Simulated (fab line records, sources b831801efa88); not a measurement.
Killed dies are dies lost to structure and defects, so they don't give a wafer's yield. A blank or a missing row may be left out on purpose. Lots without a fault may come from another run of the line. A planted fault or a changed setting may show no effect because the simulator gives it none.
Which tool did it? | flow sky130 | 15 lots, 45 wafers sampled, at 3 steps of a route of 708

WHAT THE GAUGES READ, wafer by wafer
SKY_LI_CONTACT_BOW_MEAS_03. Usual: LI_CONTACT_BOW 55 um, standard deviation 7.2.
lot  | measured     | on            | LI_CONTACT_BOW (um) | flag
L688 | day 27 15:11 | film_metro-02 | 55 57 64            |
L690 | day 28 12:19 | film_metro-02 | 42 42 62            |
L691 | day 29 02:40 | film_metro-01 | 70 47 44            |
L692 | day 30 10:34 | film_metro-01 | 56 61 70            |
L695 | day 30 12:41 | film_metro-02 | 52 58 54            |
L696 | day 30 19:18 | film_metro-04 | 56 46 57            |
L698 | day 31 17:53 | film_metro-02 | 62 61 58            |
L699 | day 32 06:29 | film_metro-01 | 43 52 50            |
L700 | day 32 00:50 | film_metro-04 | 55 62 56            |
L705 | day 34 01:44 | film_metro-04 | 49 47 44            |
L710 | day 37 06:15 | film_metro-04 | 43 60 58            |
L711 | day 36 02:11 | film_metro-02 | 50 51 72            |

WHICH TOOL RAN EACH LOT (tool, then ch and the chambers of the sampled wafers, then the start)
lot  | SKY_NWELL_OXIDATION_01       | SKY_LDD_HVN_STRIP_09
L688 | furnace-02 ch 0, day 2 08:31 | plasma_asher-01 ch 0,1, day 19 19:40
L690 | furnace-01 ch 0, day 2 23:42 | plasma_asher-02 ch 0,1, day 20 20:52
L691 | furnace-02 ch 0, day 3 04:05 | plasma_asher-03 ch 0,1, day 21 11:06
L692 | furnace-02 ch 0, day 3 08:38 | plasma_asher-01 ch 0,1, day 22 00:51
L695 | furnace-02 ch 0, day 3 23:42 | plasma_asher-03 ch 0,1, day 23 00:05
L696 | furnace-02 ch 0, day 4 04:13 | plasma_asher-02 ch 0,1, day 23 08:20
L698 | furnace-02 ch 0, day 4 17:22 | plasma_asher-02 ch 0,1, day 24 07:28
L699 | furnace-01 ch 0, day 5 01:04 | plasma_asher-02 ch 0,1, day 24 21:00
L700 | furnace-01 ch 0, day 5 02:47 | plasma_asher-01 ch 0,1, day 24 15:37
L702 | furnace-01, day 5 12:38      | -
L703 | furnace-01, day 6 00:07      | -
L704 | furnace-01, day 6 06:51      | -
L705 | furnace-01 ch 0, day 6 06:51 | plasma_asher-01 ch 0,1, day 26 19:52
L710 | furnace-01 ch 0, day 7 23:31 | plasma_asher-01 ch 0,1, day 30 09:19
L711 | furnace-01 ch 0, day 7 23:31 | plasma_asher-02 ch 0,1, day 29 02:40
- SKY_NWELL_OXIDATION_01: stabilise 600 s, purge 300 s, target thk 10 nm.
- SKY_LDD_HVN_STRIP_09: strips in O2/N2.

WHAT THE TOOLS THEMSELVES READ (means of the sampled wafers that have a number; where no wafer has one, the mark that the record gives instead)
SKY_NWELL_OXIDATION_01. Usual: ox_temp_c 900.1 C, standard deviation 0.51; ox_temp_c_max 905.6, standard deviation 2.6; spike_tc_centre_C 899.6 C, standard deviation 1.5.
lot  | tool       | ox_temp_c (C) | ox_temp_c_max | spike_tc_centre_C (C) | flag
L688 | furnace-02 | 900.1         | 908.2         | 899.0                 |
L690 | furnace-01 | 899.8         | 902.7         | 900.9                 |
L691 | furnace-02 | 900.5         | 907.7         | 898.4                 |
L692 | furnace-02 | 899.6         | 907.1         | 899.1                 |
L695 | furnace-02 | 899.8         | 907.0         | 898.9                 |
L696 | furnace-02 | 900.5         | 908.0         | 898.9                 |
L698 | furnace-02 | 900.1         | 908.0         | 897.9                 |
L699 | furnace-01 | 899.8         | 903.1         | 899.8                 |
L700 | furnace-01 | 900.0         | 903.4         | 900.2                 |
L702 | furnace-01 | -             | -             | -                     | OFF
L703 | furnace-01 | -             | -             | -                     | OFF
L704 | furnace-01 | -             | -             | -                     | OFF
L705 | furnace-01 | 899.2         | 902.2         | 900.5                 |
L710 | furnace-01 | 900.4         | 904.2         | 900.9                 |
L711 | furnace-01 | 900.2         | 903.4         | 900.6                 |

SKY_LDD_HVN_STRIP_09. Usual: drypump_motor_current_A 6.0 A, standard deviation 0.34; oes_product_au 0.408 a.u., standard deviation 0.0047; strip_time_to_endpoint_s 4.135 s, standard deviation 0.015.
lot  | tool            | drypump_motor_current_A (A) | oes_product_au (a.u.) | strip_time_to_endpoint_s (s) | flag
L688 | plasma_asher-01 | 6.1                         | 0.411                 | 4.121                        |
L690 | plasma_asher-02 | 6.2                         | 0.410                 | 4.106                        |
L691 | plasma_asher-03 | 6.1                         | 0.407                 | 4.118                        |
L692 | plasma_asher-01 | 6.1                         | 0.410                 | 4.126                        |
L695 | plasma_asher-03 | 6.1                         | 0.405                 | 4.135                        |
L696 | plasma_asher-02 | 6.1                         | 0.408                 | 4.137                        |
L698 | plasma_asher-02 | 6.2                         | 0.407                 | 4.127                        |
L699 | plasma_asher-02 | 6.2                         | 0.412                 | 4.138                        |
L700 | plasma_asher-01 | 5.8                         | 0.409                 | 4.131                        |
L705 | plasma_asher-01 | 5.8                         | 0.410                 | 4.134                        |
L710 | plasma_asher-01 | 6.1                         | 0.408                 | 4.127                        |
L711 | plasma_asher-02 | 6.1                         | 0.404                 | 4.126                        |

THE ANSWER, worked out from the rows above alone
Rule: a lot is off if the mean of its wafers that have a number lies more than 3 standard deviations from the usual mean. A lot without any number at a reading at which 4 lots or more have one is off too. The other lots that the step has rows for count as sound. The gauges are gone through in route order, then the tools' own readings, and for those a lot's mean is taken as printed above. The first step at which some lot is off is used, and at that step the reading that is off furthest; a lot without a number counts as furthest.
Off: L702, L703, L704, at SKY_NWELL_OXIDATION_01 (ox_temp_c). Without a number there: L702, L703, L704.
A tool fits if, at that step or a process step before it, it ran every lot that is off, and no sound lot after the first of them. None of those tried fits.

WHAT THE SIMULATOR HAD PUT IN
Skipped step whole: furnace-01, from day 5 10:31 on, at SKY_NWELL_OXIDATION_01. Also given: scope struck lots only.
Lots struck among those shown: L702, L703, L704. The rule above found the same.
